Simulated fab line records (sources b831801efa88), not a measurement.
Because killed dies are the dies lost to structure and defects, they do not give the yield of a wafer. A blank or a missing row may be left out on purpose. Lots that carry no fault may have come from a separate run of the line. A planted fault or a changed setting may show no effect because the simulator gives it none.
The same fault as seen by 2 desks / flow sky130 / numbers are kept per desk, each desk with only its own; the story behind them comes last

AT THE TOOL OWNER'S DESK: implanter-01
The tool's own readings at SKY_VT_ADJUST_LVTN_IMPLANT_08, given as means over the sampled wafers that have a number, one for each lot that went through this tool. If a lot's mean is further than 4 standard deviations from the usual mean, the lot is out of limits and carries the mark OUT (the distance appears in the brackets).
Columns: A = doseIonsCm2 at SKY_VT_ADJUST_LVTN_IMPLANT_08, usual 1.5703e+12; B = faradayCurrentUA at SKY_VT_ADJUST_LVTN_IMPLANT_08, usual 8.83
lot=L398; first seen here=day 7 07:42; A=1.5710e+12; B=9.08
lot=L399; first seen here=day 7 10:36; A=1.5716e+12; B=8.86
lot=L402; first seen here=day 9 04:57; A=1.5688e+12; B=9.00
lot=L405; first seen here=day 9 13:49; A=1.5713e+12; B=8.72
lot=L412; first seen here=day 12 04:23; A=1.7105e+12 (+74) OUT; B=9.80 (+4.9) OUT
lot=L413; first seen here=day 12 04:32; A=1.7076e+12 (+72) OUT; B=9.56
This desk's verdict: out of limits on L412, L413, starting with L412 at day 12 04:23 (doseIonsCm2 at SKY_VT_ADJUST_LVTN_IMPLANT_08). L398, L399, L402, L405: within limits.

THE METROLOGY DESK
What the gauges read for every lot (on any tool): the sampled wafers with a number, averaged. If a lot's mean is further than 4 standard deviations from the usual mean, the lot is out of limits and carries the mark OUT (the distance appears in the brackets).
Columns: A = FIELD_ISO_CVD_03_THK at SKY_FIELD_ISO_THK_MEAS_04, usual 166.0 nm; B = VT_ADJUST_HVTP_TW at SKY_VT_ADJUST_HVTP_TW_MEAS_11, usual 1358; C = VT_ADJUST_LVTN_TW at SKY_VT_ADJUST_LVTN_TW_MEAS_10, usual 242.0
lot=L396; first seen here=day 1 14:08; A=167.1; B=1363; C=244.5
lot=L397; first seen here=day 1 18:49; A=166.3; B=1340; C=243.1
lot=L398; first seen here=day 2 00:44; A=166.0; B=1366; C=241.7
lot=L399; first seen here=day 2 05:21; A=166.7; B=1368; C=241.3
lot=L400; first seen here=day 2 09:40; A=166.9; B=1362; C=242.6
lot=L402; first seen here=day 3 09:47; A=166.1; B=1359; C=240.9
lot=L403; first seen here=day 3 09:47; A=166.0; B=1363; C=242.2
lot=L401; first seen here=day 3 09:47; A=166.2; B=1361; C=240.8
lot=L405; first seen here=day 3 14:08; A=166.9; B=1352; C=243.1
lot=L412; first seen here=day 5 00:25; A=165.8; B=1358; C=248.3 (+4.8) OUT
lot=L413; first seen here=day 5 02:39; A=166.1; B=1360; C=245.3
This desk finds L412 out of limits, with the earliest case on L412 at day 12 04:38 (VT_ADJUST_LVTN_TW at SKY_VT_ADJUST_LVTN_TW_MEAS_10). L396, L397, L398, L399, L400, L402, L403, L401, L405, L413: within limits.

PUT TOGETHER
An alarm could have come from the tool owner's desk at day 12 04:23, on L412, L413.
L412 would have let the metrology desk raise an alarm at day 12 04:38.
The metrology desk holds a record of L413, inside its limits.
SKY_VT_ADJUST_LVTN_IMPLANT_08 was run on implanter-01 by each of the lots named.

WHAT WAS PUT IN BY THE SIMULATOR
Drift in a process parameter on implanter-01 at SKY_VT_ADJUST_LVTN_IMPLANT_08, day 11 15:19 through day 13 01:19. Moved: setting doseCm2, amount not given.
Struck lots among those shown: L412, L413.
Hours from the fault's start to each desk's first reading out of limits: the tool owner's desk, 13; the metrology desk, 13.
